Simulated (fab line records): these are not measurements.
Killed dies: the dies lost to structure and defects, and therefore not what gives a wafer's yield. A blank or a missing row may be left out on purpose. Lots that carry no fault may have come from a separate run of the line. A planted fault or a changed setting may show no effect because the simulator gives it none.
2 desks, one fault / flow gf180mcu / each desk holds nothing but its own numbers, with what lay behind them at the end

METROLOGY DESK
What the gauges read, lot by lot, whatever tool the lot ran on: means of the sampled wafers that have a number. The brackets show how far a lot's mean lies from the usual mean; more than 4 standard deviations puts the lot out of limits, marked OUT.
Columns: A = cd_nm at GF_M5_CD_MEAS_07, usual 280.0 nm
lot=L684; first seen here=day 26 04:11; A=279.8
lot=L685; first seen here=day 26 21:32; A=279.5
lot=L687; first seen here=day 27 10:52; A=280.4
lot=L688; first seen here=day 27 14:51; A=279.5
lot=L689; first seen here=day 27 20:56; A=280.1
lot=L692; first seen here=day 28 19:20; A=279.7
lot=L693; first seen here=day 29 01:32; A=281.1
lot=L695; first seen here=day 29 16:57; A=278.7
lot=L696; first seen here=day 30 06:13; A=280.6
lot=L703; first seen here=day 32 01:10; A=289.9 (+9.9) OUT
lot=L707; first seen here=day 32 19:15; A=280.3
lot=L706; first seen here=day 32 21:17; A=286.7 (+6.7) OUT
Finding of this desk: L703, L706 out of limits; the first was L703 at day 32 01:10, on cd_nm at GF_M5_CD_MEAS_07. L684, L685, L687, L688, L689, L692, L693, L695, L696, L707: within limits.

FOR THE TOOL OWNER'S DESK: krf_scanner-01
The tool's own readings at GF_M5_EXPOSE_04 (exposes mask Metal5, target cd 280 nm): means of the sampled wafers that have a number, for each lot that ran on this tool. The brackets show how far a lot's mean lies from the usual mean; more than 4 standard deviations puts the lot out of limits, marked OUT.
Columns: A = exposure_dose_mJ_cm2 at GF_M5_EXPOSE_04, usual 27.989
lot=L685; first seen here=day 26 11:45; A=27.988
lot=L688; first seen here=day 27 05:14; A=27.974
lot=L693; first seen here=day 28 18:31; A=27.988
lot=L695; first seen here=day 29 07:10; A=28.026
lot=L696; first seen here=day 29 21:00; A=27.959
lot=L703; first seen here=day 31 16:07; A=26.401 (-61) OUT
lot=L706; first seen here=day 32 12:24; A=26.724 (-49) OUT
Finding of this desk: L703, L706 out of limits; the first was L703 at day 31 16:07, on exposure_dose_mJ_cm2 at GF_M5_EXPOSE_04. L685, L688, L693, L695, L696: within limits.

ALL TOGETHER
An alarm could have come from the tool owner's desk at day 31 16:07, on L703, L706.
The metrology desk could have raised an alarm at day 32 01:10, on L703, L706.
Of the lots named, all ran GF_M5_EXPOSE_04 on krf_scanner-01.

WHAT WAS PUT IN BY THE SIMULATOR
Process parameters drifting: krf_scanner-01 at GF_M5_EXPOSE_04, beginning at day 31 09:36. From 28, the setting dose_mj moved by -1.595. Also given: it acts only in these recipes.
Struck lots among those shown: L703, L706.
Time in hours from fault onset to the first out-of-limits reading at each desk: tool owner's desk 7, metrology desk 16.
